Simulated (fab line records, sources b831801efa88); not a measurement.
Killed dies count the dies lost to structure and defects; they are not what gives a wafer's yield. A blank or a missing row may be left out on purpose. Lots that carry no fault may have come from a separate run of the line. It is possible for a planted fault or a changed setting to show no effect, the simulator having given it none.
fab line records	flow sky130
[record] lots = 7	wafers = 18	last-day = 52
route steps=708 shown CONTACT@417 PAD_OPEN@708
lots untouched by any fault: they come from a run of this same line in which no faults occurred
start-h: start of the lot's first displayed wafer, in hours after the record's first day	wait-h: hours from the lot's prior step to this one	" same as the row above	L1.1+2: one row covering several wafers at once	- no value, or no start given	* or withheld: withheld	< > ~ a bound
route shown NAME@n: NAME is a module with steps in the file, n the number in the route of the first one	usual: mean/standard deviation taken from wafers without a fault	same: alike in all rows	chamber/n: place in a boat	sites: readings site by site	_std_site: how widely they spread, as a standard deviation	_edge_site: mean of outer sites minus mean of inner sites	radius-mm: for every site, how far away it sits from the centre of the wafer	mask NAME#n: copy n	behind: tool/chamber where the wafer was last shaped	hold: why the lot went on hold/how many hours it stayed there/how the hold came to an end	device: whichever transistor did not switch (one of n, p or np)	end of line: the same wafers' tests at the end of the route	a step without rows: its recipe alone	killed: dies that structure and defects cost at the first sort, which is not the same as the wafer's yield	map: a wafer's dies, x killed, . not, _ none there
set.NAME: the run value of the setting; set.NAME@STEP: its run value at that earlier step	model.NAME: the simulator's own value behind a step, which no gauge read
lots at some steps of the route; a table a step, a row a wafer
services: the hour from which a tool's chamber was out of use, counted from the record's first day as start-h (under 0 if before that day), plus the number of hours and why
[[steps]]
[step SKY_CONTACT_EXPOSE_11]
[recipe] mask-id = CTM1	na = 0.8	source-shape = annular	sigma-inner = 0.55	sigma-outer = 0.85	target-cd-nm = 170	dose-mj = 38
[step SKY_CONTACT_PEB_12]
[recipe] peb-temp-c = withheld	peb-time-s = withheld	resist = KrF-thick
[step SKY_CONTACT_DEVELOP_13]
[recipe] develop-time-s = 60	resist = KrF-thick	dev-temp-c = 21
[step SKY_CONTACT_CD_MEAS_14]
[recipe] target-cd-nm = 170
[usual] cd-nm = 170.1/1.7
lot.wafer	tool	chamber	start-h	wait-h	cd-nm
L684.1	cd-sem-02	-	799.42	-	171.1
L684.3	"	-	"	"	168.9
L684.5	"	-	"	"	170.5
L691.1	cd-sem-02	-	929.45	-	168.9
L691.3	"	-	"	"	167.7
L691.6	"	-	"	"	168.2
L692.1	cd-sem-02	-	941.80	-	168.1
L692.6	"	-	"	"	171.8
L696.2	cd-sem-01	-	942.52	-	169.6
L696.4	"	-	"	"	168.6
L696.6	"	-	"	"	168.4
L695.3	cd-sem-01	-	943.19	-	168.6
L695.5	"	-	"	"	167.7
L695.6	"	-	"	"	168.0
L694.1	cd-sem-01	-	945.80	-	170.1
L694.6	"	-	"	"	170.2
L693.4	cd-sem-02	-	947.68	-	171.5
L693.6	"	-	"	"	170.1
[step SKY_CONTACT_OVL_MEAS_15]
[usual] CONTACT_OVL = 2/5.6
lot.wafer	tool	chamber	start-h	wait-h	CONTACT_OVL[nm]
L684.1	overlay-02	-	799.54	0.1	3
L684.3	"	-	"	"	6
L684.5	"	-	"	"	8
L691.1	overlay-01	-	929.57	0.1	2
L691.3	"	-	"	"	10
L691.6	"	-	"	"	4
L692.1	overlay-02	-	941.92	0.1	-5
L692.6	"	-	"	"	-2
L696.2	overlay-01	-	942.62	0.1	2
L696.4	"	-	"	"	4
L696.6	"	-	"	"	6
L695.3	overlay-02	-	943.28	0.1	4
L695.5	"	-	"	"	6
L695.6	"	-	"	"	-1
L694.1	overlay-01	-	945.92	0.1	2
L694.6	"	-	"	"	10
L693.4	overlay-01	-	947.76	0.1	2
L693.6	"	-	"	"	-2
[step SKY_CONTACT_ETCH_16]
[recipe] chemistry = N2/H2	target = BARC	ion-energy-ev = 200	source-w = 500	bias-w = 100	pressure-mtorr = 30	n2-flow-sccm = 100	h2-flow-sccm = 200	stop-on = SiO2	time-s = 45.9	target-depth-a = 600
[usual] drypump-motor-current-A = 5.7/0.57	h2-flow-sccm = 200.0/0.59	oes-product-au = 0.855/0.0047	throttle-valve-pct = 13.225/0.0087
lot.wafer	tool	chamber	start-h	wait-h	drypump-motor-current-A	h2-flow-sccm	oes-product-au	rf-hours-counter-h	throttle-valve-pct
L684.1	rie-diel-01	2	799.58	0.0	5.5	200.3	0.854	15	13.215
L684.3	"	3	"	"	5.0	199.3	0.856	9	13.229
L684.5	"	1	"	"	5.8	199.2	0.856	-	13.219
L691.1	rie-diel-01	2	929.60	0.0	5.5	199.7	0.845	19	13.231
L691.3	"	1	"	"	5.8	200.2	0.853	25	13.229
L691.6	"	0	"	"	5.2	201.0	0.853	-	13.216
L692.1	rie-diel-01	0	941.95	0.0	5.2	200.0	0.857	15	13.219
L692.6	"	0	"	"	5.2	200.1	0.847	-	13.225
L696.2	rie-diel-01	2	942.65	0.0	5.5	200.2	0.853	19	13.207
L696.4	"	1	"	"	5.8	199.1	0.854	-	13.232
L696.6	"	0	"	"	5.2	200.5	0.858	-	13.211
L695.3	rie-diel-04	3	943.30	0.0	6.1	199.7	0.860	10	13.215
L695.5	"	0	"	"	5.7	200.3	0.861	-	13.228
L695.6	"	3	"	"	6.1	200.2	0.850	-	13.232
L694.1	rie-diel-01	0	945.95	0.0	5.2	200.0	0.854	15	13.239
L694.6	"	0	"	"	5.2	199.9	0.867	-	13.232
L693.4	rie-diel-03	2	947.78	0.0	4.9	201.2	0.850	12	13.220
L693.6	"	2	"	"	4.9	200.5	0.839	-	13.217
[step SKY_CONTACT_ETCH_17]
[recipe] target = SiO2	chemistry = C4F8/O2/Ar	stop-on = Si3N4	mask-material = KrF-thick	source-w = 1500	bias-w = 1200	pressure-mtorr = 40	c4f8-flow-sccm = withheld	O2_flow_sccm = 6	Ar_flow_sccm = 300	time-s = withheld	target-depth-a = 3400
[usual] oes-product-au = 0.892/0.0051
lot.wafer	tool	chamber	start-h	wait-h	oes-product-au
L684.1	rie-diel-01	2	799.62	0.0	0.898
L684.3	"	3	"	"	0.899
L684.5	"	1	"	"	0.902
L691.1	rie-diel-01	2	929.64	0.0	0.901
L691.3	"	1	"	"	0.890
L691.6	"	0	"	"	0.895
L692.1	rie-diel-01	0	941.99	0.0	0.891
L692.6	"	0	"	"	0.885
L696.2	rie-diel-01	2	942.69	0.0	0.894
L696.4	"	1	"	"	0.887
L696.6	"	0	"	"	0.881
L695.3	rie-diel-04	3	943.34	0.0	0.891
L695.5	"	0	"	"	0.887
L695.6	"	3	"	"	0.892
L694.1	rie-diel-01	0	945.99	0.0	0.899
L694.6	"	0	"	"	0.884
L693.4	rie-diel-03	2	947.82	0.0	0.894
L693.6	"	2	"	"	0.898
[step SKY_CONTACT_ETCH_18]
[recipe] target = Si3N4	chemistry = CHF3/O2	stop-on = TiN	source-w = 600	bias-w = 200	pressure-mtorr = 40	chf3-flow-sccm = 50	O2_flow_sccm = 5	time-s = 39	target-depth-a = 750
[usual] drypump-motor-current-A = 5.7/0.57	oes-product-au = 0.859/0.0094	throttle-valve-pct = 8.794/0.0093
lot.wafer	tool	chamber	start-h	wait-h	drypump-motor-current-A	oes-product-au	rf-hours-counter-h	throttle-valve-pct
L684.1	rie-diel-01	2	-	-	5.5	0.858	15	8.798
L684.3	"	3	"	"	5.0	0.854	9	8.795
L684.5	"	1	"	"	5.8	0.870	-	8.806
L691.1	rie-diel-01	2	-	-	5.5	0.855	19	8.789
L691.3	"	1	"	"	5.8	0.861	25	8.801
L691.6	"	0	"	"	5.2	0.873	-	8.782
L692.1	rie-diel-01	0	-	-	5.2	0.859	15	8.812
L692.6	"	0	"	"	5.2	0.869	-	8.787
L696.2	rie-diel-01	2	-	-	5.5	0.852	19	8.790
L696.4	"	1	"	"	5.8	0.858	-	8.792
L696.6	"	0	"	"	5.2	0.855	-	8.807
L695.3	rie-diel-04	3	-	-	6.1	0.843	10	8.783
L695.5	"	0	"	"	5.6	0.869	-	8.778
L695.6	"	3	"	"	6.1	0.873	-	8.786
L694.1	rie-diel-01	0	-	-	5.2	0.853	15	8.789
L694.6	"	0	"	"	5.2	0.851	-	8.803
L693.4	rie-diel-03	2	-	-	4.9	0.867	12	8.789
L693.6	"	2	"	"	4.9	0.859	-	8.777
[step SKY_CONTACT_STRIP_19]
[recipe] chemistry = O2/N2	power-w = 1400	pressure-mtorr = 1500	platen-temp-c = withheld	o2-flow-sccm = 3000	n2-flow-sccm = 300	overash-fraction = 0.5
[usual] drypump-motor-current-A = 5.81/0.06	oes-product-au = 0.382/0.0047	strip-time-to-endpoint-s = 3.63/0.045
lot.wafer	tool	chamber	start-h	wait-h	drypump-motor-current-A	oes-product-au	rf-hours-counter-h	strip-time-to-endpoint-s
L684.1	plasma-asher-04	0	799.71	-	5.81	0.384	66	3.61
L684.3	"	0	"	"	5.81	0.382	-	3.63
L684.5	"	1	"	"	5.80	0.374	-	3.56
L691.1	plasma-asher-04	0	929.73	-	5.79	0.384	79	3.62
L691.3	"	1	"	"	5.79	0.370	-	3.59
L691.6	"	1	"	"	5.82	0.381	-	3.61
L692.1	plasma-asher-04	0	942.08	-	5.80	0.380	80	3.61
L692.6	"	1	"	"	5.76	0.387	-	3.60
L696.2	plasma-asher-02	0	942.78	-	5.79	0.379	21	3.58
L696.4	"	0	"	"	5.79	0.374	-	3.57
L696.6	"	0	"	"	5.79	0.376	-	3.59
L695.3	plasma-asher-04	0	943.47	-	5.80	0.384	-	3.64
L695.5	"	0	"	"	5.79	0.383	-	3.62
L695.6	"	1	"	"	5.80	0.386	-	3.61
L694.1	plasma-asher-01	1	946.08	-	5.79	0.389	53	3.62
L694.6	"	0	"	"	5.93	0.378	-	3.60
L693.4	plasma-asher-01	0	947.94	-	5.92	0.379	-	3.71
L693.6	"	1	"	"	5.77	0.384	-	3.69
[step SKY_CONTACT_STRIP_20]
[recipe] chemistry = post-etch-residue-remover	time-s = 1200	temp-c = 72.5
[step SKY_CONTACT_CLEAN_21]
[recipe] chemistry = IPA	time-s = 180	temp-c = 25
[step SKY_CONTACT_CLEAN_22]
[recipe] chemistry = O3/DIW	dry = n2-spin
[step SKY_CONTACT_SPUTTER_23]
[recipe] material = TiN	target-thk-nm = 20	chamber-pressure-pa = 5	power-w = 4000	time-s = 80
[usual] cathode-dc-power-W = 4000.0/0.68	throttle-valve-pct = 29.4/1
lot.wafer	tool	chamber	start-h	wait-h	cathode-dc-power-W	throttle-valve-pct	model.TiN_of_CONTACT_SPUTTER_23.thk-nm
L684.1	pvd-sputter-03	-	800.30	0.0	4000.8	30.6	20.17
L684.3	"	-	"	"	3999.6	30.2	20.07
L684.5	"	-	"	"	3999.5	30.4	20.33
L691.1	pvd-sputter-01	-	930.33	0.0	4000.7	28.1	20.17
L691.3	"	-	"	"	4001.1	29.4	20.38
L691.6	"	-	"	"	4000.1	29.2	20.31
L692.1	pvd-sputter-01	-	942.71	0.0	3999.5	28.7	20.25
L692.6	"	-	"	"	4000.2	28.1	20.58
L696.2	pvd-sputter-03	-	943.41	0.0	3999.8	30.5	20.06
L696.4	"	-	"	"	4000.4	28.2	20.05
L696.6	"	-	"	"	4000.7	29.3	19.85
L695.3	pvd-sputter-03	-	944.06	0.0	4000.0	30.4	19.57
L695.5	"	-	"	"	4000.2	28.0	19.61
L695.6	"	-	"	"	3998.6	29.4	19.55
L694.1	pvd-sputter-01	-	946.68	0.0	3998.6	27.9	19.75
L694.6	"	-	"	"	4000.7	29.9	20.42
L693.4	pvd-sputter-01	-	948.54	0.0	4000.0	28.2	19.97
L693.6	"	-	"	"	3999.7	28.6	20.71
[step SKY_CONTACT_CVD_24]
[recipe] material = W	target-thk-nm = 340	time-s = 102.12	temp-c = 400	pressure-torr = 40
[usual] heater-power-outer-w = 528/71	heater-power-w = 858/90
lot.wafer	tool	chamber	start-h	wait-h	heater-power-outer-w	heater-power-w
L684.1	cvd-w-02	0	800.36	0.0	533	853
L684.3	"	0	"	"	522	870
L684.5	"	0	"	"	513	846
L691.1	cvd-w-02	1	930.39	0.0	542	913
L691.3	"	0	"	"	485	770
L691.6	"	0	"	"	473	777
L692.1	cvd-w-01	1	942.86	0.1	423	733
L692.6	"	1	"	"	422	728
L696.2	cvd-w-01	1	943.47	0.0	419	733
L696.4	"	1	"	"	428	726
L696.6	"	1	"	"	426	738
L695.3	cvd-w-01	1	944.15	0.1	426	720
L695.5	"	0	"	"	613	983
L695.6	"	1	"	"	419	740
L694.1	cvd-w-01	1	946.74	0.0	437	728
L694.6	"	0	"	"	621	992
L693.4	cvd-w-01	1	948.64	0.1	431	742
L693.6	"	0	"	"	625	967
[step SKY_PAD_OPEN_PROBE_99]
[usual] killed_at_M0_to_M3 = 45/6.3	killed_at_M4_up = 2.8/1.6	killed-at-contacts = 24/5.1	killed-at-front-end = 14/4.4	killed-at-other = 0.4/0.73	killed-dies = 86/9	killed-open = 47/7.8	killed-short = 39/6.6
[same] gross-dies = 492	killed-at-back-side = 0
lot.wafer	tool	chamber	start-h	wait-h	killed_at_M0_to_M3	killed_at_M4_up	killed-at-contacts	killed-at-front-end	killed-at-other	killed-dies	killed-open	killed-short
L684.1	prober-01	-	1139.90	0.3	30	2	26	24	1	83	44	37
L684.3	prober-01	-	1140.00	0.4	62	2	17	22	0	103	58	44
L684.5	prober-01	-	1140.10	0.4	48	1	27	17	1	94	57	36
L692.1	prober-02	-	1235.83	0.1	43	4	28	7	0	82	45	37
L692.6	prober-02	-	1236.08	0.2	46	5	25	6	0	82	45	37
// killed by level:class
L684.1 CONTACT:geometric-particle:open=11 VIA1:geometric-particle:open=8 FIELD_ISO:geometric-particle:short=7 FIELD_ISO:geometric-particle:open=5 VIA1:geometric-particle:short=5 LI_CONTACT:geometric-particle:open=5 POLY_GATE:geometric-particle:open=4 LOCAL_INTERCONNECT:geometric-particle:short=4
L684.3 VIA1:geometric-particle:open=17 METAL1:geometric-particle:short=9 FIELD_ISO:geometric-particle:open=8 METAL2:geometric-particle:short=8 VIA3:geometric-particle:open=7 FIELD_ISO:geometric-particle:short=6 LI_CONTACT:geometric-particle:open=5 VIA2:geometric-particle:open=5
L684.5 VIA1:geometric-particle:open=14 CONTACT:geometric-particle:open=11 VIA2:geometric-particle:open=7 METAL2:geometric-particle:short=6 FIELD_ISO:geometric-particle:open=5 POLY_GATE:geometric-particle:open=5 LI_CONTACT:geometric-particle:short=5 LI_CONTACT:geometric-particle:open=5
L692.1 VIA1:geometric-particle:open=10 LI_CONTACT:geometric-particle:open=9 VIA2:geometric-particle:open=8 LOCAL_INTERCONNECT:geometric-particle:short=6 CONTACT:geometric-particle:open=5 VIA1:geometric-particle:short=5 METAL3:geometric-particle:short=4 LOCAL_INTERCONNECT:geometric-particle:open=3
L692.6 METAL2:geometric-particle:short=11 CONTACT:geometric-particle:open=10 VIA1:geometric-particle:open=10 LI_CONTACT:geometric-particle:open=9 VIA2:geometric-particle:open=7 METAL1:geometric-particle:short=6 LOCAL_INTERCONNECT:geometric-particle:short=3 VIA1:geometric-particle:short=3
[[services]]
tool	chamber	start-h	hours	kind
plasma-asher-02	-	775.79	2.8	pm
cvd-w-02	0	778.12	8.8	repair
plasma-asher-04	-	780.83	14.6	pm
rie-diel-04	-	790.00	60.6	repair
rie-diel-04	2	791.94	9.3	repair
rie-diel-01	3	799.99	11.3	repair
cvd-w-02	-	837.87	0.5	repair
rie-diel-03	0	839.52	-	clean
rie-diel-03	0	839.52	30.1	scheduled-down
rie-diel-03	0	839.52	30.1	vent-cycle
plasma-asher-02	-	839.52	1.4	repair
rie-diel-04	2	850.60	-	clean
rie-diel-04	2	850.60	35.7	scheduled-down
rie-diel-04	2	850.60	35.7	vent-cycle
cvd-w-01	-	854.45	2.0	repair
rie-diel-01	-	865.96	28.1	pm
rie-diel-04	0	886.29	-	clean
rie-diel-04	0	886.29	16.2	scheduled-down
rie-diel-04	0	886.29	16.2	vent-cycle
cvd-w-02	-	904.00	14.0	pm
cvd-w-02	0	904.00	14.0	vent-cycle
rie-diel-01	3	913.95	52.3	repair
rie-diel-01	2	918.30	4.0	repair
cvd-w-02	-	940.19	6.9	pm
[[key]]
first-sign none at tools or gauges
[model-effect] step = SKY_CONTACT_SPUTTER_23	value = TiN_of_CONTACT_SPUTTER_23.thk-nm	without = 19.92	struck = 20.57
met-at SKY_CONTACT_SPUTTER_23
struck-wafers L692.6,L693.6,L694.6
tester-left-out L692,L693,L694
onset-between 930.33 942.71
[fault] kind = process-parameter-drift	tool = pvd-sputter-01	chamber = -	onset-h = 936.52	steps = SKY_CONTACT_SPUTTER_23	channel = time-s	offset = *	shape = step	end-h = 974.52	scope = struck-wafers-only	acts-in = *	stated = *
// tester-left-out: of these lots the tester's yield and bins aren't shown, on N5 and GAA mostly nor the transistor test; their killed dies are dies lost to structure and defects alone, not to doping, threshold or leakage, so they don't give the yield
